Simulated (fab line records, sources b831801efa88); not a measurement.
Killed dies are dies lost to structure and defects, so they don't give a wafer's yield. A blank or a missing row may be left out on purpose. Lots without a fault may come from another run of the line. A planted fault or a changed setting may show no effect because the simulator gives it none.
fab line records | flow sky130
record lots=6 wafers=18 last_day=55
route steps=708 shown GATE_OXIDE@192 POLY_GATE@204 RES_PROTECT@206 PAD_OPEN@708
lots that met no fault: from a run of the same line without faults
start_h: hours from the record's first day to the start of the lot's first wafer shown | wait_h: hours since the lot's step before | " the same as in the row above | L1.1+2: a row that stands for several wafers | - no value, or no start given | * or withheld: withheld | < > ~ a bound
route shown NAME@n: a module of which the file shows steps, and the number in the route of the first | usual: mean/standard deviation of fault-free wafers | same: alike in all rows | chamber/n: place in a boat | sites: the reading at each site | _std_site: their standard deviation | _edge_site: outer sites' mean less inner sites' | radius_mm: how far each site lies from the wafer's centre | mask NAME#n: copy n | behind: the tool/chamber that last shaped the wafer | hold: why the lot was held/for how many hours/how that ended | device: the transistor (n, p or np) that didn't switch | end of line: the same wafers' tests at the end of the route | a step without rows: its recipe alone | killed: dies lost to structure and defects at the first sort, not the wafer's yield | map: a wafer's dies, x killed, . not, _ none there
set.NAME: the setting as run; set.NAME@STEP: as run at that earlier step | model.NAME: the simulator's own value behind a step, which no gauge read
lots at some steps of the route; a table a step, a row a wafer
services: from which hour (start_h, from the record's first day; less than 0 if before it) a tool's chamber was out of use, for how many hours, and why
## steps
# step SKY_GATE_OXIDE_COAT_05
# recipe resist=NOVOLAK spin_rpm=3000 resist_thk_nm=1140
# step SKY_GATE_OXIDE_SOFTBAKE_06
# recipe temp_c=90 time_s=60 resist=NOVOLAK
# step SKY_GATE_OXIDE_EXPOSE_07
# recipe mask_id=LVOM na=0.6 source_shape=conventional sigma_outer=0.6 polarization=unpolarized target_cd_nm=600 dose_mj=170
# step SKY_GATE_OXIDE_PEB_08
# recipe temp_c=withheld time_s=* resist=NOVOLAK
# step SKY_GATE_OXIDE_DEVELOP_09
# recipe resist=NOVOLAK developer=TMAH develop_time_s=60 dev_temp_c=23
# step SKY_GATE_OXIDE_OVL_MEAS_10
# usual GATE_OXIDE_OVL=0.8/1.3
# columns lot.wafer tool chamber start_h wait_h GATE_OXIDE_OVL[nm]
L242.1 overlay-02 - 298.46 0.1 1.7
L242.4 " - " " 1.8
L242.6 " - " " 1.3
L245.1 overlay-02 - 339.33 0.1 -2.9
L245.2 " - " " -0.4
L245.4 " - " " -2.4
L253.1 overlay-01 - 417.53 0.1 0.4
L253.5 " - " " 2.9
L253.6 " - " " 1.9
L256.1 overlay-01 - 424.33 0.1 2.4
L256.2 " - " " 3.1
L256.5 " - " " 0.5
L263.2 overlay-01 - 489.96 0.1 1.2
L263.5 " - " " 1.7
L263.6 " - " " 0.4
L264.1 overlay-02 - 499.73 0.1 -1.7
L264.5 " - " " 0.3
L264.6 " - " " 0.5
# step SKY_GATE_OXIDE_IMPLANT_11
# recipe species=B energy_kev=10 dose_cm2=2.6e+12 tilt_deg=withheld
# step SKY_GATE_OXIDE_WET_ETCH_12
# recipe chemistry=dHF target_depth_nm=16.8 dry=n2_spin target=SiO2 dilution=100:1 temp_c=25 time_s=336
# step SKY_GATE_OXIDE_STRIP_13
# recipe chemistry=O2/N2 power_w=1400 pressure_mtorr=1500 platen_temp_c=withheld o2_flow_sccm=3000 n2_flow_sccm=300 overash_fraction=0.5
# usual drypump_motor_current_A=5.7/0.51 oes_product_au=0.716/0.0048 strip_time_to_endpoint_s=14.23/0.04
# columns lot.wafer tool chamber start_h wait_h drypump_motor_current_A oes_product_au rf_hours_counter_h strip_time_to_endpoint_s
L242.1 plasma_asher-01 0 298.76 0.0 5.2 0.719 48 14.27
L242.4 " 1 " " 6.3 0.716 - 14.25
L242.6 " 0 " " 5.2 0.721 - 14.23
L245.1 plasma_asher-01 1 339.61 0.0 6.3 0.712 52 14.19
L245.2 " 0 " " 5.2 0.715 52 14.20
L245.4 " 0 " " 5.2 0.713 - 14.18
L253.1 plasma_asher-01 0 417.81 0.0 5.2 0.722 55 14.23
L253.5 " 1 " " 6.3 0.712 - 14.27
L253.6 " 0 " " 5.2 0.708 - 14.21
L256.1 plasma_asher-01 0 424.61 0.0 5.2 0.716 56 14.19
L256.2 " 1 " " 6.3 0.708 56 14.21
L256.5 " 0 " " 5.2 0.716 - 14.24
L263.2 plasma_asher-01 1 490.25 0.0 6.3 0.714 63 14.26
L263.5 " 0 " " 5.2 0.716 - 14.23
L263.6 " 1 " " 6.3 0.720 - 14.26
L264.1 plasma_asher-02 0 500.01 0.0 6.0 0.724 81 14.15
L264.5 " 1 " " 5.8 0.713 - 14.14
L264.6 " 0 " " 6.0 0.714 - 14.14
# step SKY_GATE_OXIDE_TW_MEAS_14
# usual GATE_OXIDE_TW=225.9/1.9
# columns lot.wafer tool chamber start_h wait_h GATE_OXIDE_TW
L242.1 film_metro-02 - 298.86 0.1 224.5
L242.4 " - " " 225.8
L242.6 " - " " 224.2
L245.1 film_metro-03 - 339.71 0.1 225.3
L245.2 " - " " 224.0
L245.4 " - " " 225.0
L253.1 film_metro-04 - 417.91 0.1 229.4
L253.5 " - " " 229.1
L253.6 " - " " 230.3
L256.1 film_metro-02 - 424.71 0.1 224.1
L256.2 " - " " 223.1
L256.5 " - " " 223.3
L263.2 film_metro-02 - 490.36 0.1 225.8
L263.5 " - " " 224.4
L263.6 " - " " 225.5
L264.1 film_metro-04 - 500.11 0.1 228.7
L264.5 " - " " 229.6
L264.6 " - " " 228.6
# step SKY_GATE_OXIDE_CLEAN_15
# recipe chemistry=SC1/SC2 mix=1:4:20 temp_c=70 time_s=150 dry=n2_spin
# step SKY_GATE_OXIDE_OXIDATION_16
# recipe temp_c=800 ambient=O2 idle_temp_c=700 ramp_up_c_per_min=10 ramp_down_c_per_min=3 stabilise_s=600 purge_s=300 target_thk_a=35.7 ox_time_s=1915
# step SKY_POLY_GATE_CVD_00
# recipe material=poly-Si target_thk_nm=180 temp_c=620 time_s=720 pressure_mtorr=200
# columns lot.wafer tool chamber start_h wait_h
L242.1+4+6 lpcvd-01 0 302.08 0.0
L245.1+2+4 lpcvd-01 0 347.30 0.0
L253.1+5+6 lpcvd-01 1 420.32 0.0
L264.1+5+6 lpcvd-01 0 501.76 0.0
L256.1+2+5 lpcvd-01 1 551.60 120.0
L263.2+5+6 lpcvd-01 0 613.06 120.0
# step SKY_POLY_GATE_THK_MEAS_01
# recipe reads=poly-Si_of_POLY_GATE_CVD_00
# usual POLY_GATE_CVD_00_THK=180.5/1.6
# columns lot.wafer tool chamber start_h wait_h POLY_GATE_CVD_00_THK[nm]
L242.1 film_metro-03 - 303.28 0.0 179.8
L242.4 " - " " 180.8
L242.6 " - " " 181.2
L245.1 film_metro-03 - 348.50 0.0 179.9
L245.2 " - " " 178.9
L245.4 " - " " 181.0
L253.1 film_metro-02 - 421.52 0.0 180.9
L253.5 " - " " 183.2
L253.6 " - " " 183.2
L264.1 film_metro-01 - 502.96 0.0 180.3
L264.5 " - " " 180.4
L264.6 " - " " 180.2
L256.1 film_metro-02 - 552.86 0.1 177.7
L256.2 " - " " 178.5
L256.5 " - " " 179.7
L263.2 film_metro-02 - 614.27 0.0 177.5
L263.5 " - " " 177.0
L263.6 " - " " 176.4
# step SKY_RES_PROTECT_DEHYDRATE_00
# recipe temp_c=200 time_s=60
# step SKY_RES_PROTECT_HMDS_01
# recipe prime_time_s=60 prime_temp_c=120
# step SKY_RES_PROTECT_COAT_02
# recipe resist=NOVOLAK spin_rpm=3000 resist_thk_nm=1140
# step SKY_RES_PROTECT_SOFTBAKE_03
# recipe temp_c=90 time_s=60 resist=NOVOLAK
# step SKY_RES_PROTECT_EXPOSE_04
# recipe mask_id=RPM na=0.6 source_shape=conventional sigma_outer=0.6 polarization=unpolarized target_cd_nm=1270 dose_mj=131
# step SKY_RES_PROTECT_PEB_05
# recipe temp_c=withheld time_s=* resist=NOVOLAK
# step SKY_RES_PROTECT_DEVELOP_06
# recipe resist=NOVOLAK developer=TMAH develop_time_s=60 dev_temp_c=23
# step SKY_POLY_GATE_IMPLANT_02
# recipe species=P energy_kev=30 dose_cm2=7.7e+15 tilt_deg=0
# step SKY_RES_PROTECT_STRIP_07
# recipe chemistry=O2/N2 power_w=1400 pressure_mtorr=1500 platen_temp_c=withheld o2_flow_sccm=3000 n2_flow_sccm=300 overash_fraction=0.5
# usual drypump_motor_current_A=5.7/0.48 oes_product_au=0.518/0.0047 strip_time_to_endpoint_s=23.30/0.044
# columns lot.wafer tool chamber start_h wait_h drypump_motor_current_A oes_product_au rf_hours_counter_h strip_time_to_endpoint_s
L242.1 plasma_asher-03 1 328.41 0.1 5.8 0.527 67 23.29
L242.4 " 1 " " 5.8 0.521 - 23.29
L242.6 " 0 " " 4.8 0.517 - 23.26
L245.1 plasma_asher-03 1 375.71 0.1 5.8 0.523 71 23.38
L245.2 " 0 " " 4.8 0.526 71 23.41
L245.4 " 0 " " 4.8 0.517 - 23.42
L253.1 plasma_asher-04 0 451.65 0.1 4.9 0.516 37 23.32
L253.5 " 0 " " 4.9 0.513 - 23.30
L253.6 " 1 " " 6.2 0.521 - 23.32
L264.1 plasma_asher-02 1 533.55 0.1 5.8 0.517 84 23.24
L264.5 " 0 " " 6.0 0.517 - 23.27
L264.6 " 1 " " 5.8 0.518 - 23.27
L256.1 plasma_asher-03 0 583.18 0.1 4.8 0.521 2 23.34
L256.2 " 1 " " 5.9 0.518 2 23.31
L256.5 " 0 " " 4.8 0.523 - 23.31
L263.2 plasma_asher-02 1 645.16 0.1 5.8 0.524 84 23.26
L263.5 " 0 " " 6.0 0.514 - 23.22
L263.6 " 1 " " 5.8 0.520 - 23.34
# step SKY_RES_PROTECT_TW_MEAS_08
# usual POLY_GATE_TW=4076/45
# columns lot.wafer tool chamber start_h wait_h POLY_GATE_TW
L242.1 film_metro-02 - 328.51 0.1 4054
L242.4 " - " " 4045
L242.6 " - " " 4016
L245.1 film_metro-04 - 375.81 0.1 4068
L245.2 " - " " 4050
L245.4 " - " " 4025
L253.1 film_metro-04 - 451.75 0.1 4113
L253.5 " - " " 4105
L253.6 " - " " 4151
L264.1 film_metro-01 - 533.65 0.1 4032
L264.5 " - " " 4037
L264.6 " - " " 4032
L256.1 film_metro-02 - 583.28 0.1 4016
L256.2 " - " " 4019
L256.5 " - " " 4011
L263.2 film_metro-04 - 645.27 0.1 4119
L263.5 " - " " 4119
L263.6 " - " " 4142
# step SKY_RES_PROTECT_CLEAN_09
# recipe chemistry=SC1/SC2 mix=1:4:20 temp_c=70 time_s=150 dry=n2_spin
# step SKY_POLY_GATE_CVD_03
# recipe material=Si3N4 precursor=DCS/NH3 target_thk_nm=75 temp_c=770 time_s=1290 pressure_mtorr=250
# step SKY_POLY_GATE_THK_MEAS_04
# recipe reads=Si3N4_of_POLY_GATE_CVD_03
# usual POLY_GATE_CVD_03_THK=74.8/0.62
# columns lot.wafer tool chamber start_h wait_h POLY_GATE_CVD_03_THK[nm]
L242.1 film_metro-01 - 329.98 0.0 75.3
L242.4 " - " " 76.0
L242.6 " - " " 75.7
L245.1 film_metro-01 - 377.28 0.0 74.3
L245.2 " - " " 74.4
L245.4 " - " " 73.9
L253.1 film_metro-03 - 453.34 0.0 74.5
L253.5 " - " " 75.0
L253.6 " - " " 74.6
L264.1 film_metro-01 - 535.11 0.0 74.5
L264.5 " - " " 74.7
L264.6 " - " " 73.9
L256.1 film_metro-02 - 584.74 0.0 75.9
L256.2 " - " " 76.3
L256.5 " - " " 75.8
L263.2 film_metro-02 - 647.52 0.0 75.5
L263.5 " - " " 75.0
L263.6 " - " " 75.3
# step SKY_POLY_GATE_DEHYDRATE_05
# recipe temp_c=200 time_s=60
# step SKY_POLY_GATE_HMDS_06
# recipe prime_time_s=60 prime_temp_c=120
# step SKY_POLY_GATE_COAT_07
# recipe resist=BARC temp_c=withheld time_s=withheld spin_rpm=3000 resist_thk_nm=110
# step SKY_POLY_GATE_COAT_08
# recipe resist=KrF-thick spin_rpm=3000 resist_thk_nm=450
# step SKY_POLY_GATE_SOFTBAKE_09
# recipe temp_c=100 time_s=90 resist=KrF-thick
# step SKY_POLY_GATE_EXPOSE_10
# recipe mask_id=P1M na=0.68 source_shape=conventional sigma_outer=0.6 target_cd_nm=150 dose_mj=28
# step SKY_POLY_GATE_PEB_11
# recipe peb_temp_c=withheld peb_time_s=withheld resist=KrF-thick
# step SKY_POLY_GATE_DEVELOP_12
# recipe develop_time_s=60 resist=KrF-thick dev_temp_c=21
# step SKY_POLY_GATE_CD_MEAS_13
# recipe target_cd_nm=150
# usual cd_nm=150.1/1.4
# columns lot.wafer tool chamber start_h wait_h cd_nm
L242.1 cd_sem-02 - 355.70 - 150.4
L242.4 " - " " 151.2
L242.6 " - " " 149.7
L245.1 cd_sem-01 - 406.18 - 149.6
L245.2 " - " " 149.5
L245.4 " - " " 149.9
L253.1 cd_sem-01 - 484.90 - 149.0
L253.5 " - " " 149.5
L253.6 " - " " 149.9
L264.1 cd_sem-02 - 564.75 - 151.1
L264.5 " - " " 149.7
L264.6 " - " " 151.5
L256.1 cd_sem-02 - 615.86 - 150.4
L256.2 " - " " 151.2
L256.5 " - " " 150.8
L263.2 cd_sem-01 - 677.17 - 149.3
L263.5 " - " " 150.5
L263.6 " - " " 150.7
# step SKY_POLY_GATE_OVL_MEAS_14
# usual POLY_GATE_OVL=-1/4.5
# columns lot.wafer tool chamber start_h wait_h POLY_GATE_OVL[nm]
L242.1 overlay-02 - 355.82 0.1 2
L242.4 " - " " 4
L242.6 " - " " 4
L245.1 overlay-02 - 406.30 0.1 -4
L245.2 " - " " -5
L245.4 " - " " -2
L253.1 overlay-02 - 485.02 0.1 5
L253.5 " - " " 4
L253.6 " - " " -1
L264.1 overlay-01 - 564.87 0.1 3
L264.5 " - " " 2
L264.6 " - " " 3
L256.1 overlay-01 - 615.98 0.1 0
L256.2 " - " " 0
L256.5 " - " " 5
L263.2 overlay-01 - 677.27 0.1 1
L263.5 " - " " 1
L263.6 " - " " 6
# step SKY_POLY_GATE_ETCH_15
# recipe chemistry=N2/H2 target=BARC ion_energy_ev=200 source_w=500 bias_w=100 pressure_mtorr=30 n2_flow_sccm=100 h2_flow_sccm=200 stop_on=SiO2 time_s=118.5 target_depth_a=1100
# usual drypump_motor_current_A=5.8/0.41 oes_product_au=0.717/0.005 throttle_valve_pct=13.213/0.0089
# columns lot.wafer tool chamber start_h wait_h drypump_motor_current_A oes_product_au rf_hours_counter_h throttle_valve_pct
L242.1 rie_diel-01 2 355.85 0.0 5.6 0.720 92 13.212
L242.4 " 0 " " 5.9 0.713 16 13.228
L242.6 " 0 " " 5.8 0.721 - 13.204
L245.1 rie_diel-03 1 406.34 0.0 6.2 0.718 0 13.207
L245.2 " 0 " " 5.0 0.712 3 13.206
L245.4 " 3 " " 6.0 0.720 36 13.222
L253.1 rie_diel-04 3 485.05 0.0 6.0 0.715 9 13.213
L253.5 " 0 " " 5.7 0.719 - 13.214
L253.6 " 1 " " 5.2 0.718 - 13.204
L264.1 rie_diel-03 0 564.90 0.0 5.0 0.714 5 13.209
L264.5 " 0 " " 5.0 0.718 - 13.210
L264.6 " 1 " " 6.1 0.722 - 13.222
L256.1 rie_diel-04 1 616.01 0.0 5.2 0.726 77 13.203
L256.2 " 3 " " 6.0 0.709 9 13.211
L256.5 " 0 " " 5.6 0.718 - 13.205
L263.2 rie_diel-03 1 677.30 0.0 6.2 0.723 3 13.219
L263.5 " 2 " " 5.7 0.710 - 13.208
L263.6 " 1 " " 6.2 0.716 - 13.209
# step SKY_POLY_GATE_ETCH_16
# recipe stop_on=poly-Si chemistry=CH3F/O2 target=Si3N4 source_w=400 bias_w=80 pressure_mtorr=25 ch3f_flow_sccm=40 O2_flow_sccm=30 time_s=147.5 target_depth_a=750
# usual drypump_motor_current_A=5.8/0.42 oes_product_au=0.640/0.0053 throttle_valve_pct=10.534/0.0096
# columns lot.wafer tool chamber start_h wait_h drypump_motor_current_A oes_product_au rf_hours_counter_h throttle_valve_pct
L242.1 rie_diel-01 2 355.94 0.0 5.6 0.641 92 10.525
L242.4 " 0 " " 5.8 0.646 16 10.547
L242.6 " 0 " " 5.8 0.632 - 10.534
L245.1 rie_diel-03 1 406.42 0.0 6.2 0.640 1 10.525
L245.2 " 0 " " 5.0 0.635 3 10.532
L245.4 " 3 " " 6.0 0.625 36 10.531
L253.1 rie_diel-04 3 485.14 0.0 6.0 0.635 9 10.518
L253.5 " 0 " " 5.7 0.642 - 10.546
L253.6 " 1 " " 5.2 0.638 - 10.527
L264.1 rie_diel-03 0 564.98 0.0 5.0 0.644 5 10.543
L264.5 " 0 " " 5.0 0.646 - 10.535
L264.6 " 1 " " 6.2 0.637 - 10.533
L256.1 rie_diel-04 1 616.10 0.0 5.2 0.648 77 10.542
L256.2 " 3 " " 6.0 0.646 10 10.554
L256.5 " 0 " " 5.7 0.644 - 10.527
L263.2 rie_diel-03 1 677.38 0.0 6.2 0.640 3 10.533
L263.5 " 2 " " 5.8 0.641 - 10.524
L263.6 " 1 " " 6.2 0.643 - 10.545
# step SKY_POLY_GATE_ETCH_17
# recipe target_depth_nm=180 stop_on=SiO2 over_etch_frac=0.56667 chemistry=HBr/Cl2 target=poly-Si icp_w=400 bias_w=100 pressure_mtorr=10 HBr_flow_sccm=150 Cl2_flow_sccm=50 time_s=70.5
# usual drypump_motor_current_A=5.8/0.43 oes_product_au=0.986/0.007 throttle_valve_pct=33.684/0.0088
# columns lot.wafer tool chamber start_h wait_h drypump_motor_current_A oes_product_au rf_hours_counter_h throttle_valve_pct
L242.1 rie_si-02 1 356.03 0.0 5.8 0.996 77 33.684
L242.4 " 3 " " 6.3 0.990 4 33.694
L242.6 " 1 " " 5.8 0.993 - 33.673
L245.1 rie_si-02 3 406.52 0.0 6.3 0.989 5 33.689
L245.2 " 2 " " 5.1 0.983 4 33.697
L245.4 " 2 " " 5.1 0.993 - 33.676
L253.1 rie_si-01 1 485.23 0.0 5.9 0.989 1 33.674
L253.5 " 0 " " 6.4 0.985 - 33.698
L253.6 " 3 " " 5.9 0.985 - 33.688
L264.1 rie_si-01 3 565.08 0.0 5.9 0.974 4 33.674
L264.5 " 2 " " 5.9 0.984 - 33.686
L264.6 " 3 " " 5.8 0.978 - 33.685
L256.1 rie_si-01 1 616.20 0.0 5.8 0.984 1 33.696
L256.2 " 3 " " 5.9 0.981 4 33.700
L256.5 " 3 " " 5.9 0.984 - 33.678
L263.2 rie_si-02 1 677.48 0.0 5.8 0.978 1 33.678
L263.5 " 3 " " 6.3 0.981 - 33.686
L263.6 " 1 " " 5.8 0.982 - 33.687
# step SKY_POLY_GATE_STRIP_18
# recipe chemistry=O2/N2 power_w=1400 pressure_mtorr=1500 platen_temp_c=withheld o2_flow_sccm=3000 n2_flow_sccm=300 overash_fraction=0.5
# step SKY_POLY_GATE_CLEAN_19
# recipe chemistry=SC1/SC2 mix=1:4:20 temp_c=70 time_s=150 dry=n2_spin
# step SKY_POLY_GATE_OXIDATION_20
# recipe temp_c=850 ambient=O2 stabilise_s=600 purge_s=300 target_thk_a=40 ox_time_s=899
# same stabilise_s=600
# columns lot.wafer tool chamber start_h wait_h model.SiO2_of_POLY_GATE_OXIDATION_20.thk_nm
L242.1 furnace-02 0 359.35 3.1 4.14
L242.4 " 0 " " 4.115
L242.6 " 0 " " 4.15
L245.1 furnace-01 0 408.00 1.3 3.924
L245.2 " 0 " " 3.92
L245.4 " 0 " " 3.868
L253.1 furnace-01 0 485.44 0.0 3.994
L253.5 " 0 " " 4.053
L253.6 " 0 " " 4.008
L264.1 furnace-01 0 565.32 0.0 3.829
L264.5 " 0 " " 3.832
L264.6 " 0 " " 3.857
L256.1 furnace-02 0 616.41 0.0 3.93
L256.2 " 0 " " 3.943
L256.5 " 0 " " 3.982
L263.2 furnace-02 0 678.09 0.4 3.947
L263.5 " 0 " " 3.868
L263.6 " 0 " " 3.964
# step SKY_PAD_OPEN_PROBE_99
# usual killed_at_M0_to_M3=44/7.5 killed_at_M4_up=2.9/1.8 killed_at_contacts=24/5.1 killed_at_front_end=16/4.7 killed_at_other=0.3/0.46 killed_dies=87/9.9 killed_open=47/8 killed_short=39/6.3
# same gross_dies=492 killed_at_back_side=0
# columns lot.wafer tool chamber start_h wait_h killed_at_M0_to_M3 killed_at_M4_up killed_at_contacts killed_at_front_end killed_at_other killed_dies killed_open killed_short model.etest.cap_ono.gate_bv_v model.etest.cap_thick_oxide.gate_bv_v model.etest.cap_thin_oxide.gate_bv_v
L242.1 prober-01 - 1068.25 0.1 36 3 29 21 0 89 46 43 16.45 15.57 6.689
L242.4 prober-01 - 1068.40 0.2 40 3 19 16 0 78 48 30 16.26 15.85 6.924
L242.6 prober-01 - 1068.50 0.2 51 1 24 22 0 98 56 42 16.58 15.88 6.853
L245.1 prober-02 - 1102.35 0.1 52 1 22 22 0 97 60 37 16.26 15.94 7.175
L245.2 prober-02 - 1102.40 0.1 41 4 29 10 0 84 46 38 16.33 15.76 6.955
L245.4 prober-02 - 1102.50 0.2 34 5 19 12 0 70 38 32 16.69 15.58 7.045
L253.1 prober-02 - 1154.20 0.1 38 0 17 11 0 66 45 21 16.16 15.85 7.084
L253.5 prober-02 - 1154.40 0.2 32 3 18 24 0 77 42 34 16.21 15.77 6.955
L253.6 prober-02 - 1154.45 0.2 40 6 22 18 0 86 46 40 16.66 16.07 6.895
L264.1 prober-01 - 1196.67 0.1 32 1 26 11 0 70 39 31 15.58 15.17 6.919
L264.5 prober-01 - 1196.87 0.2 41 2 29 17 0 89 53 35 15.94 15.32 6.934
L264.6 prober-01 - 1196.92 0.2 43 6 28 15 1 93 48 44 16.13 15.55 7.024
L256.1 prober-01 - 1276.00 0.1 36 5 31 16 0 88 42 46 16.21 15.26 6.763
L256.2 prober-01 - 1276.05 0.1 40 4 22 25 0 91 42 48 16.16 14.59 6.697
L256.5 prober-01 - 1276.20 0.2 32 4 24 18 0 78 41 35 15.54 14.47 6.788
L263.2 prober-02 - 1312.35 0.1 46 3 25 21 1 96 56 39 15.64 14.51 6.584
L263.5 prober-02 - 1312.50 0.2 56 2 19 9 2 88 51 35 15.39 14.58 6.574
L263.6 prober-02 - 1312.55 0.2 46 3 29 12 1 91 57 33 15.41 14.61 6.723
# killed by level:class
L242.1 CONTACT:geometric_particle:open=13 VIA1:geometric_particle:open=8 CONTACT:geometric_particle:short=7 FIELD_ISO:geometric_particle:open=5 METAL1:geometric_particle:short=5 FIELD_ISO:geometric_particle:short=4 POLY_GATE:geometric_particle:open=4 METAL2:geometric_particle:short=4
L242.4 CONTACT:geometric_particle:open=9 VIA1:geometric_particle:open=9 VIA2:geometric_particle:open=6 VIA1:geometric_particle:short=6 VIA3:geometric_particle:open=6 FIELD_ISO:geometric_particle:open=5 FIELD_ISO:geometric_particle:short=4 POLY_GATE:geometric_particle:open=4
L242.6 VIA1:geometric_particle:open=13 VIA3:geometric_particle:short=9 LI_CONTACT:geometric_particle:open=7 CONTACT:geometric_particle:open=7 VIA1:geometric_particle:short=6 FIELD_ISO:geometric_particle:open=5 SPACER:geometric_particle:open=5 VIA2:geometric_particle:open=5
L245.1 CONTACT:geometric_particle:open=12 VIA1:geometric_particle:open=12 VIA2:geometric_particle:open=11 FIELD_ISO:geometric_particle:open=8 VIA1:geometric_particle:short=8 FIELD_ISO:geometric_particle:short=5 LI_CONTACT:geometric_particle:open=4 LOCAL_INTERCONNECT:geometric_particle:short=4
L245.2 LI_CONTACT:geometric_particle:open=13 VIA1:geometric_particle:open=9 CONTACT:geometric_particle:open=7 METAL1:geometric_particle:short=6 VIA2:geometric_particle:open=6 FIELD_ISO:geometric_particle:short=5 LI_CONTACT:geometric_particle:short=5 METAL2:geometric_particle:short=5
L245.4 LI_CONTACT:geometric_particle:open=8 VIA2:geometric_particle:open=8 METAL1:geometric_particle:short=6 CONTACT:geometric_particle:open=5 VIA3:geometric_particle:open=5 METAL4:geometric_particle:short=5 FIELD_ISO:geometric_particle:open=3 POLY_GATE:geometric_particle:short=3
L253.1 VIA1:geometric_particle:open=10 VIA2:geometric_particle:open=8 CONTACT:geometric_particle:open=7 VIA3:geometric_particle:open=7 FIELD_ISO:geometric_particle:short=4 LI_CONTACT:geometric_particle:open=4 VIA1:geometric_particle:short=4 LOCAL_INTERCONNECT:geometric_particle:short=3
L253.5 CONTACT:geometric_particle:open=7 VIA1:geometric_particle:open=7 FIELD_ISO:geometric_particle:open=6 VIA3:geometric_particle:short=6 VIA3:geometric_particle:open=6 FIELD_ISO:geometric_particle:short=5 LI_CONTACT:geometric_particle:open=5 POLY_GATE:geometric_particle:short=4
L253.6 VIA1:geometric_particle:open=9 CONTACT:geometric_particle:open=9 POLY_GATE:geometric_particle:short=6 VIA2:geometric_particle:open=6 VIA3:geometric_particle:open=6 LOCAL_INTERCONNECT:geometric_particle:short=5 METAL1:geometric_particle:short=5 FIELD_ISO:geometric_particle:open=4
L264.1 CONTACT:geometric_particle:open=9 VIA1:geometric_particle:open=7 VIA3:geometric_particle:short=6 LOCAL_INTERCONNECT:geometric_particle:short=5 VIA3:geometric_particle:open=5 LI_CONTACT:geometric_particle:short=4 LOCAL_INTERCONNECT:geometric_particle:open=4 FIELD_ISO:geometric_particle:short=3
L264.5 VIA1:geometric_particle:open=11 LI_CONTACT:geometric_particle:open=10 CONTACT:geometric_particle:open=6 VIA2:geometric_particle:open=6 LOCAL_INTERCONNECT:geometric_particle:short=5 METAL2:geometric_particle:short=5 VIA3:geometric_particle:open=5 FIELD_ISO:geometric_particle:short=4
L264.6 CONTACT:geometric_particle:open=10 VIA3:geometric_particle:open=10 VIA1:geometric_particle:open=9 LOCAL_INTERCONNECT:geometric_particle:short=7 FIELD_ISO:geometric_particle:short=5 METAL1:geometric_particle:short=5 VIA2:geometric_particle:short=5 METAL4:geometric_particle:short=4
L256.1 CONTACT:geometric_particle:open=10 LI_CONTACT:geometric_particle:open=8 CONTACT:geometric_particle:short=8 METAL2:geometric_particle:short=7 VIA1:geometric_particle:short=6 VIA1:geometric_particle:open=6 FIELD_ISO:geometric_particle:open=5 POLY_GATE:geometric_particle:short=5
L256.2 CONTACT:geometric_particle:open=11 FIELD_ISO:geometric_particle:short=10 METAL2:geometric_particle:short=9 VIA1:geometric_particle:open=8 LI_CONTACT:geometric_particle:open=6 METAL1:geometric_particle:short=5 POLY_GATE:geometric_particle:short=4 METAL4:geometric_particle:short=4
L256.5 CONTACT:geometric_particle:open=10 LI_CONTACT:geometric_particle:open=7 VIA2:geometric_particle:open=6 FIELD_ISO:geometric_particle:open=5 VIA3:geometric_particle:open=5 CONTACT:geometric_particle:short=4 METAL2:geometric_particle:short=4 METAL1:geometric_particle:short=4
L263.2 CONTACT:geometric_particle:open=9 VIA1:geometric_particle:open=9 VIA3:geometric_particle:open=8 POLY_GATE:geometric_particle:short=7 LI_CONTACT:geometric_particle:open=6 METAL1:geometric_particle:short=6 FIELD_ISO:geometric_particle:open=5 METAL2:geometric_particle:short=5
L263.5 VIA1:geometric_particle:open=15 VIA2:geometric_particle:open=10 VIA3:geometric_particle:open=8 CONTACT:geometric_particle:open=7 LI_CONTACT:geometric_particle:open=6 METAL2:geometric_particle:short=5 VIA3:geometric_particle:short=5 CONTACT:geometric_particle:short=4
L263.6 VIA1:geometric_particle:open=18 CONTACT:geometric_particle:open=11 LI_CONTACT:geometric_particle:open=8 FIELD_ISO:geometric_particle:open=5 VIA3:geometric_particle:short=5 VIA1:geometric_particle:short=5 POLY_GATE:geometric_particle:short=4 LOCAL_INTERCONNECT:geometric_particle:short=4
## services
# columns tool chamber start_h hours kind
rie_diel-04 0 275.06 10.2 repair
rie_si-02 - 279.61 2.4 repair
furnace-02 - 298.45 48.6 pm
rie_diel-04 1 298.63 4.9 repair
rie_si-01 1 298.66 13.0 repair
furnace-01 - 327.71 7.3 repair
furnace-02 - 347.04 2.9 pm
furnace-01 - 360.97 3.5 pm
plasma_asher-01 - 366.47 4.3 pm
rie_si-01 3 367.79 7.2 repair
rie_diel-04 - 369.67 0.1 repair
plasma_asher-01 - 374.77 24.6 pm
rie_diel-04 - 379.59 0.1 repair
rie_diel-04 0 384.19 8.8 repair
rie_diel-03 0 387.97 2.2 repair
lpcvd-01 - 389.51 2.8 pm
plasma_asher-01 - 399.42 15.6 pm
rie_diel-03 1 492.29 4.8 repair
rie_diel-03 2 499.18 10.0 repair
rie_diel-04 3 503.87 4.4 repair
rie_diel-03 0 527.25 10.3 repair
rie_diel-04 1 583.34 15.1 repair
rie_diel-03 - 595.10 2.8 pm
rie_diel-03 2 602.86 2.9 repair
## key
first_sign step=SKY_POLY_GATE_CVD_00 reading=wait_h direction=changed
effect step=SKY_POLY_GATE_THK_MEAS_01 reading=POLY_GATE_CVD_00_THK direction=down sigmas=1.6 usual=180.5 struck=177.8
model_effect step=SKY_POLY_GATE_OXIDATION_20 value=SiO2_of_POLY_GATE_OXIDATION_20.thk_nm without=3.983 struck=3.939
model_effect step=SKY_PAD_OPEN_PROBE_99 value=etest.cap_ono.gate_bv_v without=16.44 struck=15.72
met_at SKY_POLY_GATE_CVD_00
struck_wafers L256.1,L256.2,L256.5,L263.2,L263.5,L263.6
tester_left_out L256,L263
loop_trim step=SKY_POLY_GATE_EXPOSE_10 setting=dose lots=L256,L263
fault kind=queue_time_violation tool=lpcvd-01 chamber=0 onset_h=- steps=SKY_POLY_GATE_CVD_00 delay_hr=120 scope=struck_lots_only
# tester_left_out: of these lots the tester's yield and bins aren't shown, on N5 and GAA mostly nor the transistor test; their killed dies are dies lost to structure and defects alone, not to doping, threshold or leakage, so they don't give the yield
# loop_trim: a control loop set the setting to another value than it would have without faults
